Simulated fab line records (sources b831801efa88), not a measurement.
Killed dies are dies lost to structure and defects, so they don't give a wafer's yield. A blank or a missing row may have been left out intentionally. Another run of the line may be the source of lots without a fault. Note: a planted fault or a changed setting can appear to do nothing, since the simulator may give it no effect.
Which tool was responsible? ; flow sky130 ; 21 wafers from 7 lots sampled at 2 of the route's 708 steps

WHAT THE GAUGES READ, wafer by wafer
SKY_VT_ADJUST_LVTN_TW_MEAS_21.
lot;measured;on;VT_ADJUST_LVTN_2_TW
L723;day 8 13:35;filmMetro-02;187.8 188.5 187.8
L725;day 9 05:06;filmMetro-02;188.8 188.5 188.3
L727;day 9 17:20;filmMetro-03;190.8 191.1 191.1
L729;day 10 07:05;filmMetro-04;30.3 30.3 30.3
L731;day 10 16:44;filmMetro-03;191.5 191.6 191.0
L739;day 12 21:23;filmMetro-03;192.3 191.4 191.5
L743;day 14 00:55;filmMetro-04;189.1 189.6 189.4

WHICH TOOL RAN EACH LOT (tool, then ch and the chambers of the sampled wafers, then the start)
lot;SKY_VT_ADJUST_LVTN_IMPLANT_19
L723;implanter-01 ch 0, day 8 13:20
L725;implanter-03 ch 0, day 9 04:52
L727;implanter-01 ch 0, day 9 17:05
L729;implanter-01, day 10 06:50
L731;implanter-01 ch 0, day 10 16:29
L739;implanter-01 ch 0, day 12 21:08
L743;implanter-01 ch 0, day 14 00:40
- SKY_VT_ADJUST_LVTN_IMPLANT_19

THE ANSWER, worked out from the rows above alone
Rule: usual is defined by the lots themselves. The widest of any qualifying gaps counts: lots, ordered by their means at a reading, are off when they make up no more than a third of the lots, leave a main group of 4 or more, and stand apart from it by 3 or more times the standard deviation of that group's means. Not used: any main group whose means are identical at the precision the tables above print for the reading. Also off: a lot with no number at a reading for which 4 or more lots have one. All remaining lots with rows at the step are treated as sound.
Off: L729, seen at SKY_VT_ADJUST_LVTN_TW_MEAS_21 (VT_ADJUST_LVTN_2_TW). Main group: mean 190.0, sd 1.4.
If a tool, at a process step before that reading, ran all the lots that are off and no sound lot after the first of them, it fits. Those tools and the gauges at SKY_VT_ADJUST_LVTN_TW_MEAS_21 are tried in the same way. Not one of the candidates tried fits.

WHAT HAD BEEN PUT IN BY THE SIMULATOR
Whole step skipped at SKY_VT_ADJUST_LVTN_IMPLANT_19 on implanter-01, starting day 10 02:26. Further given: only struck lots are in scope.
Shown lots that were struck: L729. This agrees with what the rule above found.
